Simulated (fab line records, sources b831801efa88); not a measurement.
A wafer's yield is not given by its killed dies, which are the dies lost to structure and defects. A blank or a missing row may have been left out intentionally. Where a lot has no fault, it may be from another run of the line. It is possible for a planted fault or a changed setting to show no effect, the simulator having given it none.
Problem report in the 8D (eight disciplines) form, filled by code    flow gf180mcu    the parts of the form that need people (team, actions taken, sign-off) are left out

== 1. THE ISSUE ==
At GF_STI_PEB_10, heater-power-total-W averages 84.78 W over 6 wafers from 2 lots, while fault-free wafers read 85.70 W, standard deviation 0.08. Measured from the usual mean, that is -11 standard deviations.
The step: peb time 90 s.
Earliest sighting: wafer L602.1 on litho-track-04 at day 3 11:50. The record has a number at this step for 42 wafers belonging to 14 lots. Rule for "out" (also "out of limits"): further than 4 standard deviations from the usual mean. All remaining wafers that have a number are taken as sound.

== 2. WHAT IT IS AND WHAT IT IS NOT ==
question                     is                                  is not
which readings at this step  heater-power-total-W, plate-temp-C  exhaust-pa
which lots                   L602, L605                          L595, L596, L597, L598, L599, L608, L609, L611, L612, L613, L617, L618
which wafers of those lots   all that have a number              -
read on which tools          litho-track-04                      litho-track-02, litho-track-03
when                         from day 3 11:50                    up to then (15 sound wafers); but 21 sound wafers of L608, L609, L611, L612, L613, L617, L618 came after

== 3. SUSPECTS, AND WHAT RULES EACH OUT ==
Counting: a tool at a process step up to the reading stays a suspect if it ran every lot that is out and no sound lot after the first of them.
- litho-track-04 at GF_STI_PEB_10 (peb time 90 s): ruled out as a lasting fault. Sound lots L617 ran on it after its first lot that is out, L602 (day 3 11:50).
Left after counting: nothing in the record.

== 4. THE CAUSE (what the simulator had put in) ==
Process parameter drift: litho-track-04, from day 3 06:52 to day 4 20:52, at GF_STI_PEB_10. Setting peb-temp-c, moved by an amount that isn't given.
Counting ruled it out, wrongly.

== 5. THE CHAIN OF EFFECTS, in route order ==
Each row: a reading where the mean over the struck wafers with a number is more than 3 standard deviations away from the usual. Only readings whose record carries a usual standard deviation are examined. hours: median over the lots of the time between each lot's start at the first step of this table that gives one and its start at this step. sigmas: the change, counted in usual standard deviations.
hours  step           reading               usual     on struck wafers  change  sigmas
0      GF_STI_PEB_10  heater-power-total-W  85.70 W   84.78             -0.92   -11
0      GF_STI_PEB_10  plate-temp-C          135.01 C  133.78            -1.23   -8.8
Process steps it contains:
- GF_STI_PEB_10: peb time 90 s.
Later measuring or inspecting steps at which every struck wafer that the step has a row for has a number for every such reading, and none has moved that far: GF_V1_CD_MEAS_14, GF_M3_RS_MEAS_05.

== 6. HOW IT WOULD HAVE BEEN CAUGHT EARLIER ==
The fault began at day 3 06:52; the first out-of-limits reading in this record came at day 3 11:50, 5 hours later.
